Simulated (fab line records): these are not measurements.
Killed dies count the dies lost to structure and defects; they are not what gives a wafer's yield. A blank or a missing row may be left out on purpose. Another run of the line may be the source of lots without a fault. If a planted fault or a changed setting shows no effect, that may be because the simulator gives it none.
A lot that was struck, set against a sound lot -- flow sky130 -- 23 steps out of a route of 708
Sound: wafers L587.3, L587.4, L587.6. Struck: wafers L606.1, L606.2, L606.6. The cause is given at the end.
For every step that has rows: the tool of each side, followed by ch and its chambers, followed by its first start. Under that, the readings that differ: sound wafers -- struck wafers -- difference of the means -- sigmas: that difference in standard deviations of wafers without a fault.
alike: a reading whose means differ by less than 2 such deviations, as well as words and numbers matching on both sides. not compared: withheld readings; readings where some wafer has no value; bounds like >300 that might hide an equal value; numbers whose values overlap and for which the record gives no deviation.
Wherever a step has rows on one side only, a row that says differs or no value, or a row with sigmas, the two part there. When numbers do not overlap yet have no deviation, they are printed without sigmas and do not part them. A reading missing from all wafers of one side parts the sides only when that side holds two or more wafers.

first, 5 steps without rows for these wafers: SKY_VT_ADJUST_NCORE_COAT_02 (resist thk 1140 nm); SKY_VT_ADJUST_NCORE_SOFTBAKE_03 (time 60 s); SKY_VT_ADJUST_NCORE_EXPOSE_04 (exposes mask LVTN COMPLEMENT THIN, target cd 380 nm); SKY_VT_ADJUST_NCORE_PEB_05; SKY_VT_ADJUST_NCORE_DEVELOP_06 (develop time 60 s).
SKY_VT_ADJUST_NCORE_CD_MEAS_07: the cd target is 380 nm.
  sound: cd sem-01 at day 8 13:42; struck: cd sem-02 at day 14 07:08
  alike: cd nm
SKY_VT_ADJUST_NCORE_OVL_MEAS_08:
  sound: overlay-01 at day 8 13:48; struck: overlay-01 at day 14 07:16
  alike: VT_ADJUST_NCORE_OVL
following that, these wafers have no rows for 1 step: SKY_VT_ADJUST_NCORE_IMPLANT_09.
SKY_VT_ADJUST_NCORE_STRIP_10: strips in O2/N2.
  sound on plasma asher-02 ch 0,1, day 8 14:00; struck on plasma asher-02 ch 0,1, day 14 07:27
reading,sound,struck,difference,sigmas
strip time to endpoint s (s),14.11 14.15 14.15,14.24 14.22 14.25,+0.10,+3
  alike: drypump motor current A, oes product au
  not compared: rf hours counter h
SKY_VT_ADJUST_NCORE_TW_MEAS_11:
  sound: film metro-04 at day 8 14:05; struck: film metro-04 at day 14 07:33
  alike: VT_ADJUST_NCORE_TW
then, 2 steps without rows for these wafers: SKY_VT_ADJUST_HVTR_DEHYDRATE_00 (time 60 s); SKY_VT_ADJUST_HVTR_HMDS_01 (prime time 60 s).
SKY_VT_ADJUST_HVTR_COAT_02: resist thk 1140 nm.
  sound on litho track-02 ch 0, day 9 00:55; struck on litho track-04 ch 0, day 14 20:32
reading,sound,struck,difference,sigmas
spin speed rpm (rpm),2999.7 2998.8 3002.5,2812.0 2808.2 2811.3,-189.8,-90
model.NOVOLAK_of_VT_ADJUST_HVTR_COAT_02.thk nm (nm),1143 1147 1144,1176 1176 1179,+32,
then, 3 steps without rows for these wafers: SKY_VT_ADJUST_HVTR_SOFTBAKE_03 (time 60 s); SKY_VT_ADJUST_HVTR_EXPOSE_04 (exposes mask HVTRM, target cd 380 nm); SKY_VT_ADJUST_HVTR_PEB_05.
SKY_VT_ADJUST_HVTR_DEVELOP_06: develop time 60 s.
  sound on litho track-03 ch 0, day 9 11:26; struck on litho track-04 ch 0, day 15 09:29
reading,sound,struck,difference,sigmas
model.NOVOLAK_of_VT_ADJUST_HVTR_COAT_02.thk nm (nm),1143 1146 1144,1176 1176 1179,+33,
SKY_VT_ADJUST_HVTR_CD_MEAS_07: the cd target is 380 nm.
  sound: cd sem-01 at day 9 11:34; struck: cd sem-02 at day 15 09:38
  alike: cd nm
SKY_VT_ADJUST_HVTR_OVL_MEAS_08:
  sound: overlay-02 at day 9 11:40; struck: overlay-01 at day 15 09:46
  alike: VT_ADJUST_HVTR_OVL
following that, these wafers have no rows for 1 step: SKY_VT_ADJUST_HVTR_IMPLANT_09.
SKY_VT_ADJUST_HVTR_STRIP_10: strips in O2/N2.
  sound on plasma asher-04 ch 0,1, day 9 11:52; struck on plasma asher-04 ch 0,1, day 15 09:57
reading,sound,struck,difference,sigmas
strip time to endpoint s (s),14.19 14.24 14.22,14.58 14.56 14.60,+0.36,+8
  alike: drypump motor current A, oes product au
  not compared: rf hours counter h
SKY_VT_ADJUST_HVTR_TW_MEAS_11:
  sound: film metro-04 at day 9 11:57; struck: film metro-02 at day 15 10:03
  alike: VT_ADJUST_HVTR_TW
-- here the record skips 35 days between the struck wafers' starts before and after, leaving off in module VT_ADJUST_HVTR and picking up in module PAD_OPEN (first step shown: number 708 of the route) --
SKY_PAD_OPEN_PROBE_99:
  sound: prober-02 at day 45 14:01; struck: prober-01 at day 50 11:11
  alike: killed_at_M0_to_M3, killed_at_M4_up, killed at contacts, killed at front end, killed dies, killed open, killed short

## WHERE THEY PART
At SKY_VT_ADJUST_NCORE_STRIP_10 first; at SKY_VT_ADJUST_HVTR_STRIP_10 last (within this record only). Later steps at which nothing parts them and some readings are alike: SKY_VT_ADJUST_HVTR_TW_MEAS_11, SKY_PAD_OPEN_PROBE_99.

WHY: the cause the simulator had injected
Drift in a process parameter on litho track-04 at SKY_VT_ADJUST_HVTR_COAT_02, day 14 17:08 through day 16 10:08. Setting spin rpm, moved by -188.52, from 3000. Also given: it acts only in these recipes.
